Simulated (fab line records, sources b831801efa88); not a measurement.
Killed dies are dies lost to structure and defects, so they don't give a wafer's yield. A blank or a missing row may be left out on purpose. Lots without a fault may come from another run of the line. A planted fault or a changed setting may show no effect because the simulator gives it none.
Chamber matching | flow sky130 | SKY_VIA3_ETCH_14 on rie_diel-01: 4 sister chambers
The step etches BARC in N2/H2, stops on SiO2, time 45.9 s, target depth 60 nm. 14 wafers are shown with their chamber, then 7 later ones without.

WAFERS WITH THEIR CHAMBER
wafer  | chamber | drypump_motor_current_A (A) | throttle_valve_pct (%) | oes_product_au (a.u.)
L076.1 | 3       | 6.1                         | 13.233                 | 0.861
L076.4 | 2       | 5.8                         | 13.217                 | 0.857
L076.6 | 3       | 6.1                         | 13.231                 | 0.857
L083.2 | 1       | 5.6                         | 13.236                 | 0.863
L083.3 | 0       | 5.3                         | 13.221                 | 0.859
L083.4 | 3       | 6.1                         | 13.233                 | 0.860
L086.2 | 3       | 6.1                         | 13.231                 | 0.857
L086.3 | 0       | 5.3                         | 13.228                 | 0.855
L086.4 | 1       | 5.6                         | 13.248                 | 0.857
L089.1 | 1       | 5.6                         | 13.243                 | 0.865
L089.2 | 0       | 5.3                         | 13.235                 | 0.862
L089.4 | 2       | 5.8                         | 13.198                 | 0.852
L092.2 | 2       | 5.9                         | 13.216                 | 0.855
L092.3 | 1       | 5.7                         | 13.222                 | 0.864

SIGNATURES (means of the wafers above)
reading                 | chamber 0 | chamber 1 | chamber 2 | chamber 3 | scatter within a chamber
drypump_motor_current_A | 5.300     | 5.625     | 5.833     | 6.100     | 0.0376
throttle_valve_pct      | 13.22800  | 13.23725  | 13.21033  | 13.23200  | 0.00845
oes_product_au          | 0.85867   | 0.86225   | 0.85467   | 0.85875   | 0.00298
Rule: a wafer's distance from a chamber is the root of the sum, over the readings, of the square of ((its reading less the chamber's mean) divided by the reading's scatter). The wafer belongs to the nearest chamber; if the next one is less than 2 further off, it can't be placed. The scatter: the root of (the sum of the squares of (reading less its chamber's mean) over the shown wafers, divided by (wafers less chambers)).

WAFERS WITHOUT THEIR CHAMBER
wafer  | drypump_motor_current_A (A) | throttle_valve_pct (%) | oes_product_au (a.u.)
L092.4 | 6.2                         | 13.230                 | 0.858
L093.3 | 5.6                         | 13.230                 | 0.860
L093.4 | 5.4                         | 13.237                 | 0.855
L093.5 | 5.6                         | 13.224                 | 0.855
L096.2 | 5.4                         | 13.229                 | 0.859
L096.4 | 5.8                         | 13.218                 | 0.863
L096.6 | 6.1                         | 13.218                 | 0.863

WHICH CHAMBER EACH WENT THROUGH
wafer  | from the rows above | in truth
L092.4 | 3                   | 3
L093.3 | 1                   | 1
L093.4 | 0                   | 0
L093.5 | 1                   | 1
L096.2 | 0                   | 0
L096.4 | 2                   | 2
L096.6 | 3                   | 3
Placed correctly: 7 of 7. Can't be placed from these rows: 0. Placed wrongly: 0.
